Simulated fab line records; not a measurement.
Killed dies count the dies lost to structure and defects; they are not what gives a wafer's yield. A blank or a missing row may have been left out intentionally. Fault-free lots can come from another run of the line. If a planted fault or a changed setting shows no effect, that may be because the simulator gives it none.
fab line records + flow sky130 + part 2 of 2: steps 26 to 38 of 38
[record]
- lots = 5
- wafers = 15
- lastDay = 50
route steps=708 shown CONTACT@415 METAL1@434
lots untouched by any fault: they come from a run of this same line in which no faults occurred
startH: hours from the record's first day to the start of the lot's first wafer shown + waitH: hours from the lot's prior step to this one + " the same as in the row above + L1.1+2: one row covering several wafers at once + - no value present, or no start provided + * or withheld: withheld + < > ~ a bound
route shown NAME@n: NAME is a module with steps in the file, n the number in the route of the first one + usual: mean/standard deviation taken from wafers without a fault + same: alike in all rows + chamber/n: place in a boat + sites: readings site by site + _std_site: how widely they spread, as a standard deviation + _edge_site: mean of outer sites minus mean of inner sites + radiusMm: how far each site lies from the wafer's centre + mask NAME#n: copy n + behind: the most recent tool/chamber to have shaped the wafer + hold: cause of the lot's hold/its duration in hours/its outcome + device: whichever transistor did not switch (one of n, p or np) + end of line: tests of these same wafers at the route's end + a step given without rows: its recipe and nothing more + killed: not the wafer's yield, but the dies lost to structure and defects at the first sort + map: dies across one wafer; x = killed, . = not, _ = none there
set.NAME: the setting as run; set.NAME@STEP: as run at that earlier step + model.NAME: the simulator's own value behind a step, which no gauge read
lots at selected steps of the route; one table per step, one row per wafer
services: the hour from which a tool's chamber was out of use, counted from the record's first day as startH (under 0 if before that day), plus the number of hours and why
[[steps]]
[step SKY_METAL1_THK_MEAS_06]
[recipe]
- thkMeasGauge = xrf
- reads = AlCu_of_METAL1_SPUTTER_02
[usual]
- METAL1_ALCU_THK = 251.2/2
| lot.wafer | tool         | chamber | startH | waitH | METAL1_ALCU_THK[nm] |
|-----------|--------------|---------|--------|-------|---------------------|
| L081.3    | filmMetro-03 | -       | 818.47 | 0.1   | 249.0               |
| L081.5    | "            | -       | "      | "     | 251.0               |
| L081.6    | "            | -       | "      | "     | 253.0               |
| L087.2    | filmMetro-02 | -       | 846.44 | 0.1   | 249.6               |
| L087.4    | "            | -       | "      | "     | 252.1               |
| L087.6    | "            | -       | "      | "     | 250.9               |
| L088.3    | filmMetro-02 | -       | 849.80 | 0.1   | 253.8               |
| L088.4    | "            | -       | "      | "     | 249.8               |
| L088.6    | "            | -       | "      | "     | 248.1               |
| L092.1    | filmMetro-03 | -       | 878.85 | 0.1   | 252.9               |
| L092.5    | "            | -       | "      | "     | 248.7               |
| L092.6    | "            | -       | "      | "     | 251.5               |
| L095.2    | filmMetro-03 | -       | 895.50 | 0.1   | 254.3               |
| L095.3    | "            | -       | "      | "     | 254.2               |
| L095.6    | "            | -       | "      | "     | 252.0               |
[step SKY_METAL1_DEHYDRATE_07]
[recipe]
- tempC = 200
- timeS = 60
| lot.wafer  | tool          | chamber | startH | waitH |
|------------|---------------|---------|--------|-------|
| L081.3+5+6 | lithoTrack-03 | 0       | 831.43 | 12.9  |
| L087.2+4+6 | lithoTrack-02 | 0       | 858.64 | 12.2  |
| L088.3+4+6 | lithoTrack-03 | 0       | 862.43 | 12.6  |
| L092.1+5+6 | lithoTrack-01 | 0       | 891.39 | 12.5  |
| L095.2+3+6 | lithoTrack-01 | 0       | 907.61 | 12.1  |
[step SKY_METAL1_HMDS_08]
[recipe]
- primeTimeS = 60
- primeTempC = 120
| lot.wafer  | tool          | chamber | startH | waitH |
|------------|---------------|---------|--------|-------|
| L081.3+5+6 | lithoTrack-03 | 0       | 831.58 | 0.1   |
| L087.2+4+6 | lithoTrack-02 | 0       | 858.79 | 0.1   |
| L088.3+4+6 | lithoTrack-03 | 0       | 862.58 | 0.1   |
| L092.1+5+6 | lithoTrack-01 | 0       | 891.54 | 0.1   |
| L095.2+3+6 | lithoTrack-01 | 0       | 907.76 | 0.1   |
[step SKY_METAL1_COAT_09]
[recipe]
- resist = BARC
- tempC = withheld
- timeS = withheld
- spinRpm = 3000
- resistThkNm = 60
| lot.wafer  | tool          | chamber | startH | waitH |
|------------|---------------|---------|--------|-------|
| L081.3+5+6 | lithoTrack-03 | 0       | 831.73 | 0.1   |
| L087.2+4+6 | lithoTrack-02 | 0       | 858.94 | 0.1   |
| L088.3+4+6 | lithoTrack-03 | 0       | 862.73 | 0.1   |
| L092.1+5+6 | lithoTrack-01 | 0       | 891.69 | 0.1   |
| L095.2+3+6 | lithoTrack-01 | 0       | 907.91 | 0.1   |
[step SKY_METAL1_COAT_10]
[recipe]
- resist = KrF-thick
- spinRpm = 3000
- resistThkNm = 450
| lot.wafer  | tool          | chamber | startH | waitH |
|------------|---------------|---------|--------|-------|
| L081.3+5+6 | lithoTrack-03 | 0       | -      | -     |
| L087.2+4+6 | lithoTrack-02 | 0       | -      | -     |
| L088.3+4+6 | lithoTrack-03 | 0       | -      | -     |
| L092.1+5+6 | lithoTrack-01 | 0       | -      | -     |
| L095.2+3+6 | lithoTrack-01 | 0       | -      | -     |
[step SKY_METAL1_SOFTBAKE_11]
[recipe]
- tempC = 100
- timeS = 90
- resist = KrF-thick
| lot.wafer  | tool          | chamber | startH | waitH |
|------------|---------------|---------|--------|-------|
| L081.3+5+6 | lithoTrack-03 | 0       | -      | -     |
| L087.2+4+6 | lithoTrack-02 | 0       | -      | -     |
| L088.3+4+6 | lithoTrack-03 | 0       | -      | -     |
| L092.1+5+6 | lithoTrack-01 | 0       | -      | -     |
| L095.2+3+6 | lithoTrack-01 | 0       | -      | -     |
[step SKY_METAL1_EXPOSE_12]
[recipe]
- maskId = MM1
- na = 0.8
- sourceShape = annular
- sigmaInner = 0.55
- sigmaOuter = 0.85
- targetCdNm = 140
- doseMj = 28
| lot.wafer  | tool          | chamber | startH | waitH | mask  |
|------------|---------------|---------|--------|-------|-------|
| L081.3+5+6 | krfScanner-01 | 0       | -      | -     | MM1#0 |
| L087.2+4+6 | krfScanner-02 | 0       | -      | -     | MM1#0 |
| L088.3+4+6 | krfScanner-01 | 0       | -      | -     | MM1#0 |
| L092.1+5+6 | krfScanner-01 | 0       | -      | -     | MM1#0 |
| L095.2+3+6 | krfScanner-02 | 0       | -      | -     | MM1#0 |
[step SKY_METAL1_PEB_13]
[recipe]
- pebTempC = withheld
- pebTimeS = withheld
- resist = KrF-thick
| lot.wafer  | tool          | chamber | startH | waitH |
|------------|---------------|---------|--------|-------|
| L081.3+5+6 | lithoTrack-03 | 0       | -      | -     |
| L087.2+4+6 | lithoTrack-03 | 0       | -      | -     |
| L088.3+4+6 | lithoTrack-03 | 0       | -      | -     |
| L092.1+5+6 | lithoTrack-02 | 0       | -      | -     |
| L095.2+3+6 | lithoTrack-01 | 0       | -      | -     |
[step SKY_METAL1_DEVELOP_14]
[recipe]
- developTimeS = 60
- resist = KrF-thick
- devTempC = 21
| lot.wafer  | tool          | chamber | startH | waitH |
|------------|---------------|---------|--------|-------|
| L081.3+5+6 | lithoTrack-03 | 0       | -      | -     |
| L087.2+4+6 | lithoTrack-03 | 0       | -      | -     |
| L088.3+4+6 | lithoTrack-03 | 0       | -      | -     |
| L092.1+5+6 | lithoTrack-02 | 0       | -      | -     |
| L095.2+3+6 | lithoTrack-01 | 0       | -      | -     |
[step SKY_METAL1_CD_MEAS_15]
[recipe]
- targetCdNm = 140
[usual]
- cdNm = 139.7/1.5
| lot.wafer | tool     | chamber | startH | waitH | cdNm  |
|-----------|----------|---------|--------|-------|-------|
| L081.3    | cdSem-01 | -       | 845.27 | -     | 137.7 |
| L081.5    | "        | -       | "      | "     | 138.4 |
| L081.6    | "        | -       | "      | "     | 138.7 |
| L087.2    | cdSem-02 | -       | 872.15 | -     | 140.0 |
| L087.4    | "        | -       | "      | "     | 140.4 |
| L087.6    | "        | -       | "      | "     | 137.2 |
| L088.3    | cdSem-01 | -       | 876.12 | -     | 138.4 |
| L088.4    | "        | -       | "      | "     | 139.8 |
| L088.6    | "        | -       | "      | "     | 140.6 |
| L092.1    | cdSem-02 | -       | 904.61 | -     | 139.0 |
| L092.5    | "        | -       | "      | "     | 140.1 |
| L092.6    | "        | -       | "      | "     | 141.6 |
| L095.2    | cdSem-02 | -       | 920.96 | -     | 142.6 |
| L095.3    | "        | -       | "      | "     | 142.6 |
| L095.6    | "        | -       | "      | "     | 142.5 |
[step SKY_METAL1_OVL_MEAS_16]
[usual]
- METAL1_OVL = -5/6.4
| lot.wafer | tool       | chamber | startH | waitH | METAL1_OVL[nm] |
|-----------|------------|---------|--------|-------|----------------|
| L081.3    | overlay-01 | -       | 845.36 | 0.1   | -13            |
| L081.5    | "          | -       | "      | "     | -13            |
| L081.6    | "          | -       | "      | "     | -5             |
| L087.2    | overlay-02 | -       | 872.25 | 0.1   | -1             |
| L087.4    | "          | -       | "      | "     | -2             |
| L087.6    | "          | -       | "      | "     | 0              |
| L088.3    | overlay-01 | -       | 876.21 | 0.1   | -7             |
| L088.4    | "          | -       | "      | "     | -8             |
| L088.6    | "          | -       | "      | "     | -4             |
| L092.1    | overlay-02 | -       | 904.73 | 0.1   | 2              |
| L092.5    | "          | -       | "      | "     | 4              |
| L092.6    | "          | -       | "      | "     | -2             |
| L095.2    | overlay-02 | -       | 921.07 | 0.1   | 7              |
| L095.3    | "          | -       | "      | "     | 4              |
| L095.6    | "          | -       | "      | "     | 1              |
[step SKY_METAL1_DESCUM_17]
[recipe]
- chemistry = O2
- sourcePowerW = 150
- biasPowerW = 0
- pressureMtorr = 10
- tempC = 40
- timeS = 8
[usual]
- drypumpMotorCurrentA = 5.8/0.47
- heBacksideLeakSccm = 3.4/0.35
- oesProductAu = 1.001/0.0081
- rfFwdPowerW = 147.1/0.86
| lot.wafer | tool        | chamber | startH | waitH | drypumpMotorCurrentA | heBacksideLeakSccm | oesProductAu | rfFwdPowerW | rfHoursCounterH |
|-----------|-------------|---------|--------|-------|----------------------|--------------------|--------------|-------------|-----------------|
| L081.3    | rieMetal-02 | 0       | 845.39 | 0.0   | 6.1                  | 3.4                | 0.997        | 147.0       | -               |
| L081.5    | "           | 1       | "      | "     | 5.3                  | 3.5                | 1.005        | 147.5       | -               |
| L081.6    | "           | 0       | "      | "     | 6.1                  | 3.5                | 1.004        | 146.6       | -               |
| L087.2    | rieMetal-01 | 1       | 872.28 | 0.0   | 5.1                  | 3.3                | 0.993        | 146.0       | 4               |
| L087.4    | "           | 1       | "      | "     | 5.1                  | 3.3                | 0.991        | 146.5       | -               |
| L087.6    | "           | 1       | "      | "     | 5.1                  | 3.5                | 0.994        | 146.6       | -               |
| L088.3    | rieMetal-01 | 1       | 876.24 | 0.0   | 5.1                  | 3.3                | 1.004        | 145.9       | -               |
| L088.4    | "           | 0       | "      | "     | 5.9                  | 3.8                | 0.997        | 146.5       | -               |
| L088.6    | "           | 0       | "      | "     | 5.9                  | 3.8                | 0.995        | 146.7       | -               |
| L092.1    | rieMetal-04 | 1       | 904.77 | 0.0   | 6.5                  | 3.0                | 0.981        | 148.1       | 6               |
| L092.5    | "           | 1       | "      | "     | 6.5                  | 2.9                | 0.981        | 148.6       | -               |
| L092.6    | "           | 1       | "      | "     | 6.5                  | 2.9                | 0.992        | 148.0       | -               |
| L095.2    | rieMetal-04 | 1       | 921.10 | 0.0   | 6.5                  | 3.3                | 0.981        | 147.4       | 6               |
| L095.3    | "           | 0       | "      | "     | 5.7                  | 2.9                | 1.006        | 148.0       | -               |
| L095.6    | "           | 0       | "      | "     | 5.7                  | 2.9                | 0.999        | 148.4       | -               |
[step SKY_METAL1_ETCH_18]
[recipe]
- chemistry = N2/H2
- target = BARC
- ionEnergyEv = 200
- biasW = 100
- pressureMtorr = 30
- n2FlowSccm = 100
- h2FlowSccm = 200
- icpW = 500
- stopOn = SiO2
- timeS = 45.9
- targetDepthA = 600
[usual]
- drypumpMotorCurrentA = 5.8/0.46
- heBacksideLeakSccm = 3.4/0.31
- oesProductAu = 0.854/0.0048
- rfFwdPowerW = 494.8/2.5
- throttleValvePct = 13.224/0.0089
| lot.wafer | tool        | chamber | startH | waitH | drypumpMotorCurrentA | heBacksideLeakSccm | oesProductAu | rfFwdPowerW | rfHoursCounterH | throttleValvePct |
|-----------|-------------|---------|--------|-------|----------------------|--------------------|--------------|-------------|-----------------|------------------|
| L081.3    | rieMetal-02 | 0       | 845.43 | 0.0   | 6.1                  | 3.6                | 0.851        | 494.3       | -               | 13.231           |
| L081.5    | "           | 1       | "      | "     | 5.4                  | 3.6                | 0.847        | 501.0       | -               | 13.209           |
| L081.6    | "           | 0       | "      | "     | 6.1                  | 3.5                | 0.847        | 492.9       | -               | 13.218           |
| L087.2    | rieMetal-01 | 1       | 872.31 | 0.0   | 5.1                  | 3.6                | 0.862        | 491.2       | 4               | 13.210           |
| L087.4    | "           | 1       | "      | "     | 5.1                  | 3.5                | 0.869        | 491.7       | -               | 13.225           |
| L087.6    | "           | 1       | "      | "     | 5.1                  | 3.5                | 0.859        | 490.3       | -               | 13.221           |
| L088.3    | rieMetal-01 | 1       | 876.28 | 0.0   | 5.1                  | 3.3                | 0.856        | 491.8       | -               | 13.226           |
| L088.4    | "           | 0       | "      | "     | 5.9                  | 3.7                | 0.862        | 492.2       | -               | 13.229           |
| L088.6    | "           | 0       | "      | "     | 5.9                  | 3.7                | 0.857        | 493.7       | -               | 13.226           |
| L092.1    | rieMetal-04 | 1       | 904.83 | 0.1   | 6.5                  | 3.1                | 0.856        | 495.0       | 6               | 13.227           |
| L092.5    | "           | 1       | "      | "     | 6.5                  | 3.2                | 0.850        | 491.9       | -               | 13.225           |
| L092.6    | "           | 1       | "      | "     | 6.5                  | 3.1                | 0.852        | 494.6       | -               | 13.207           |
| L095.2    | rieMetal-04 | 1       | 921.13 | 0.0   | 6.5                  | 3.0                | 0.855        | 495.7       | 6               | 13.226           |
| L095.3    | "           | 0       | "      | "     | 5.7                  | 3.5                | 0.853        | 497.2       | -               | 13.220           |
| L095.6    | "           | 0       | "      | "     | 5.7                  | 3.2                | 0.855        | 496.4       | -               | 13.208           |
[[services]]
| tool          | chamber | startH | hours | kind   |
|---------------|---------|--------|-------|--------|
| krfScanner-01 | -       | 790.97 | 0.8   | pm     |
| krfScanner-02 | -       | 804.08 | 1.3   | pm     |
| pvdSputter-03 | -       | 814.03 | 9.2   | repair |
| wetBench-03   | -       | 818.30 | 2.9   | repair |
| rieDiel-03    | -       | 827.23 | 15.6  | pm     |
| cmp-01        | -       | 830.80 | 5.8   | pm     |
| pvdSputter-02 | -       | 832.51 | 12.7  | repair |
| pvdSputter-03 | -       | 842.93 | 0.7   | repair |
| pvdSputter-01 | -       | 845.03 | 0.9   | repair |
| krfScanner-01 | -       | 848.45 | 0.8   | pm     |
| rieDiel-03    | 1       | 853.16 | 3.9   | repair |
| cmp-02        | -       | 855.98 | 0.7   | repair |
| wetBench-03   | -       | 860.21 | 1.9   | pm     |
| pvdSputter-01 | -       | 860.96 | 2.1   | repair |
| cvdW-02       | 1       | 861.99 | 4.1   | repair |
| krfScanner-01 | -       | 864.25 | 1.3   | pm     |
| krfScanner-02 | -       | 868.26 | 1.0   | pm     |
| rieDiel-04    | 0       | 870.78 | 6.5   | repair |
| cvdW-01       | -       | 871.17 | 0.2   | repair |
| krfScanner-02 | -       | 878.47 | 0.8   | pm     |
| rieDiel-04    | 3       | 886.05 | 5.5   | repair |
| rieDiel-01    | 3       | 890.51 | 11.8  | repair |
| krfScanner-02 | -       | 895.61 | 4.0   | pm     |
| cvdW-01       | -       | 904.00 | 14.0  | pm     |
